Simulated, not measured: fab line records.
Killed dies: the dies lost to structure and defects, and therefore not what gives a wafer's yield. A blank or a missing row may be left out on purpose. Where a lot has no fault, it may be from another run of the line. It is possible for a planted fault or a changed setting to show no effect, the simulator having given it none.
Which tool did it?    flow sky130    33 wafers from 11 lots sampled at 2 of the route's 708 steps

== WHAT THE GAUGES READ, wafer by wafer ==
SKY_VIA3_BOW_MEAS_03. Usual: VIA3_BOW gives 78 um (standard deviation 6.8).
lot   measured      on             VIA3_BOW (um)  flag
L572  day 39 03:16  film metro-03  77 71 81       
L573  day 39 09:44  film metro-02  71 74 76       
L574  day 39 11:51  film metro-03  73 76 83       
L575  day 39 21:01  film metro-02  74 88 84       
L577  day 40 14:11  film metro-02  79 79 89       
L587  day 43 12:57  film metro-01  67 81 76       
L589  day 44 03:29  film metro-02  82 73 59       
L590  day 44 03:53  film metro-02  87 75 81       
L591  day 44 05:12  film metro-01  83 74 80       
L593  day 44 20:54  film metro-03  85 77 83       
L594  day 45 10:56  film metro-01  70 63 68       

== EACH LOT AND THE TOOL THAT RAN IT (in order: tool; ch and the chambers of the sampled wafers; start) ==
lot   SKY_METAL3_ETCH_16
L572  rie metal-02 ch 0,1, day 39 01:46
L573  rie metal-03 ch 0,1, day 39 08:20
L574  rie metal-03 ch 0,1, day 39 10:05
L575  rie metal-04 ch 0,1, day 39 19:23
L577  rie metal-03 ch 0,1, day 40 12:26
L587  rie metal-02 ch 0, day 43 11:27
L589  rie metal-02 ch 0, day 44 02:05
L590  rie metal-04 ch 0,1, day 44 02:28
L591  rie metal-03 ch 0,1, day 44 03:47
L593  rie metal-02 ch 0,1, day 44 19:23
L594  rie metal-02 ch 0,1, day 45 09:30
- SKY_METAL3_ETCH_16: etches BARC in N2/H2, stops on SiO2, time 88.2 s, target depth 60 nm.

== AS READ BY THE TOOLS THEMSELVES (means over the sampled wafers that have a number; for cases with no such wafer, the mark the record gives instead) ==
SKY_METAL3_ETCH_16. Usual: chamber pressure mTorr 29.999 mTorr, standard deviation 0.028; drypump motor current A 5.8 A, standard deviation 0.32; oes product au 0.625 a.u., standard deviation 0.0044; throttle valve pct 13.205 %, standard deviation 0.008.
lot   tool          chamber pressure mTorr (mTorr)  drypump motor current A (A)  oes product au (a.u.)  throttle valve pct (%)  flag
L572  rie metal-02  29.989                          5.6                          0.627                  13.208                  
L573  rie metal-03  30.000                          5.9                          0.627                  13.199                  
L574  rie metal-03  30.010                          5.9                          0.623                  13.210                  
L575  rie metal-04  29.985                          5.9                          0.629                  13.201                  
L577  rie metal-03  29.993                          5.9                          0.625                  13.206                  
L587  rie metal-02  29.971                          6.1                          0.623                  13.203                  
L589  rie metal-02  30.005                          6.1                          0.621                  13.217                  
L590  rie metal-04  30.009                          5.9                          0.622                  13.200                  
L591  rie metal-03  30.011                          5.8                          0.627                  13.209                  
L593  rie metal-02  29.983                          5.6                          0.619                  13.200                  
L594  rie metal-02  29.987                          5.8                          0.622                  13.202                  

== THE ANSWER, worked out from the rows above alone ==
Rule: a lot counts as off when the mean over its wafers that have a number is more than 3 standard deviations away from the usual mean. A lot without any number at a reading at which 4 lots or more have one is off too. Where the step has rows for the other lots, those lots are counted as sound. After the gauges, taken in route order, come the tools' own readings; for these a lot's mean is taken, as printed above. The first step at which some lot is off is used, and at that step the reading that is off furthest; a lot without a number counts as furthest.
Nothing can be told from this: no lot is off at any reading shown.

== WHAT HAD BEEN PUT IN BY THE SIMULATOR ==
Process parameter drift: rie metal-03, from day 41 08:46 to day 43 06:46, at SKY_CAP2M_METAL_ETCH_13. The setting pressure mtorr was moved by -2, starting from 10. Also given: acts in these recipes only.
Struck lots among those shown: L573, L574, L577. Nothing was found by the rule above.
